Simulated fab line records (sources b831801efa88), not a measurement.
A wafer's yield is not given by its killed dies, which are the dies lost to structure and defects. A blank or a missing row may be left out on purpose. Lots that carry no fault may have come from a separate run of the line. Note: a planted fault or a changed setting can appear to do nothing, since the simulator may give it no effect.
A struck lot beside a sound one + flow sky130 + 14 out of 708 route steps
Sound: wafers L620.2, L620.3, L620.5. Wafers struck: L615.2, L615.5, L615.6. The cause comes at the end.
Each step with rows lists, per side, the tool, then ch with its chambers, then its first start. Under that, the readings that differ: sound wafers + struck wafers + difference of the means + sigmas: that difference in standard deviations of wafers without a fault.
alike: words and numbers the same on both sides, and readings whose means are apart by under 2 such deviations; not compared: readings that were withheld, readings missing a value for some wafer, numbers with overlapping values and no deviation given by the record, and bounds like >300 which may hide the same value.
The two part at a step that has a row with sigmas, a row that says differs or no value, or rows on one side only. Non-overlapping numbers with no deviation appear without sigmas and do not part them. A reading missing from all wafers of one side parts the sides only when that side holds two or more wafers.

SKY_NWELL_OVL_MEAS_10:
  sound on overlay-01 at day 8 00:16; struck on overlay-02 at day 6 22:59
  alike: NWELL_00_OVL
then, 3 steps without rows for these wafers: SKY_NWELL_IMPLANT_11; SKY_NWELL_IMPLANT_12; SKY_NWELL_IMPLANT_13.
SKY_NWELL_STRIP_14: strips in O2/N2.
  sound on plasma_asher-03 ch 1, day 8 00:45; struck on plasma_asher-03 ch 0,1, day 6 23:28
  alike: drypump_motor_current_A, n2_flow_sccm, oes_product_au, strip_time_to_endpoint_s
  not compared: rf_hours_counter_h
SKY_NWELL_TW_MEAS_15:
  sound on film_metro-04 at day 8 00:52; struck on film_metro-03 at day 6 23:35
  alike: NWELL_TW
then, 6 steps without rows for these wafers: SKY_NWELL_DEHYDRATE_16 (time 60 s); SKY_NWELL_HMDS_17 (prime time 60 s); SKY_NWELL_COAT_18 (resist thk 3000 nm); SKY_NWELL_SOFTBAKE_19; SKY_NWELL_EXPOSE_20 (exposes mask NWM COMPLEMENT, target cd 840 nm); SKY_NWELL_PEB_21.
SKY_NWELL_DEVELOP_22: develop time 60 s.
  sound on litho_track-01 ch 0, day 8 21:00; struck on litho_track-03, day 7 18:00
  no value came back on the struck wafers for chill_plate_temp_C (C), develop_time_s (s), developer_temp_C (C); on the sound wafers chill_plate_temp_C (C) reads 23.03 23.10 23.09
SKY_NWELL_OVL_MEAS_23:
  sound on overlay-02 at day 8 21:35; struck on overlay-01 at day 7 19:04
| reading           | sound        | struck | difference                    | sigmas |
|-------------------|--------------|--------|-------------------------------|--------|
| NWELL_01_OVL (nm) | 0.9 1.7 -0.5 | - - -  | no value on the struck wafers |        |

WHERE THEY PART
First at SKY_NWELL_DEVELOP_22; last, within this record, at SKY_NWELL_OVL_MEAS_23.

WHY: what had been put in by the simulator
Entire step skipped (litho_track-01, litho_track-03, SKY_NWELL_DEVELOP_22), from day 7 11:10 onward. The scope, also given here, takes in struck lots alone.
